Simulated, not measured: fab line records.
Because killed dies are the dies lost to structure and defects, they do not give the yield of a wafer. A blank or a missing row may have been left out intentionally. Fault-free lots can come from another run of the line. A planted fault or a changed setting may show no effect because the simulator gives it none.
2 desks, one fault || flow sky130 || only its own numbers are on each desk; what lay behind them is given at the end

DESK OF THE TOOL OWNER: implanter-03
SKY_RES_XHIGH_IMPLANT_07, tool's own readings: per-lot mean of the sampled wafers with a number, covering each lot this tool ran. Marked OUT: a lot whose mean sits more than 4 standard deviations from the usual mean, which makes it out of limits; the brackets give that distance.
Columns: A = beamOnS at SKY_RES_XHIGH_IMPLANT_07, usual 42.0 s; B = faradayCurrentUA at SKY_RES_XHIGH_IMPLANT_07, usual 483
{"lot": "L851", "first seen here": "day 27 06:53", "A": 41.3, "B": 492}
{"lot": "L855", "first seen here": "day 28 11:48", "A": 41.8, "B": 486}
{"lot": "L859", "first seen here": "day 30 17:57", "A": 41.4, "B": 492}
{"lot": "L863", "first seen here": "day 30 23:26", "A": 42.1, "B": 484}
{"lot": "L869", "first seen here": "day 32 22:29", "A": "37.7 (-4.8) OUT", "B": "544 (+6.1) OUT"}
{"lot": "L871", "first seen here": "day 33 10:31", "A": "38.1 (-4.4) OUT", "B": "539 (+5.6) OUT"}
{"lot": "L873", "first seen here": "day 34 05:20", "A": "38.3 (-4.2) OUT", "B": "536 (+5.3) OUT"}
This desk finds L869, L871, L873 out of limits, L869 being first, at day 32 22:29 (beamOnS at SKY_RES_XHIGH_IMPLANT_07). Within limits: L851, L855, L859, L863.

FROM THE METROLOGY DESK
Lot by lot, what the gauges showed, no matter which tool ran the lot: averages of those sampled wafers that carry a number. Marked OUT: a lot whose mean sits more than 4 standard deviations from the usual mean, which makes it out of limits; the brackets give that distance.
Columns: A = RES_XHIGH_TW at SKY_RES_XHIGH_TW_MEAS_09, usual 1628; B = RES_XHIGH_RS at SKY_SD_N_RS_MEAS_18, usual 333.2 ohm/sq
{"lot": "L852", "first seen here": "day 27 04:37", "A": 1636, "B": 333.5}
{"lot": "L851", "first seen here": "day 27 07:09", "A": 1611, "B": 332.2}
{"lot": "L854", "first seen here": "day 28 11:27", "A": 1632, "B": 333.4}
{"lot": "L855", "first seen here": "day 28 12:03", "A": 1652, "B": 333.7}
{"lot": "L857", "first seen here": "day 29 20:18", "A": 1609, "B": 335.4}
{"lot": "L860", "first seen here": "day 30 15:20", "A": 1650, "B": 333.3}
{"lot": "L859", "first seen here": "day 30 18:10", "A": 1619, "B": 333.3}
{"lot": "L862", "first seen here": "day 30 21:33", "A": 1651, "B": 333.2}
{"lot": "L861", "first seen here": "day 30 23:23", "A": 1612, "B": 332.6}
{"lot": "L863", "first seen here": "day 30 23:43", "A": 1617, "B": 332.3}
{"lot": "L869", "first seen here": "day 32 22:41", "A": 1607, "B": "360.4 (+25) OUT"}
{"lot": "L871", "first seen here": "day 33 10:46", "A": 1590, "B": "361.3 (+26) OUT"}
{"lot": "L874", "first seen here": "day 34 04:19", "A": 1606, "B": 334.2}
{"lot": "L873", "first seen here": "day 34 05:33", "A": 1587, "B": "360.1 (+25) OUT"}
Per this desk, out of limits: L869, L871, L873; the first was L869, day 34 02:29 (RES_XHIGH_RS at SKY_SD_N_RS_MEAS_18). Within limits: L852, L851, L854, L855, L857, L860, L859, L862, L861, L863, L874.

PUT TOGETHER
At day 32 22:29, on L869, L871, L873, the tool owner's desk was in a position to raise an alarm.
On L869, L871, L873, the metrology desk was in a position to raise an alarm at day 34 02:29.
On implanter-03, each named lot ran SKY_RES_XHIGH_IMPLANT_07.

WHAT WAS PUT IN BY THE SIMULATOR
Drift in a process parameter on implanter-03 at SKY_RES_XHIGH_IMPLANT_07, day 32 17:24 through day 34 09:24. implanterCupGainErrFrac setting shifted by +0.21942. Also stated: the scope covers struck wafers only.
Struck lots among those shown: L869, L871, L873.
Hours from the fault's start to each desk's first reading out of limits: the tool owner's desk, 5; the metrology desk, 33.
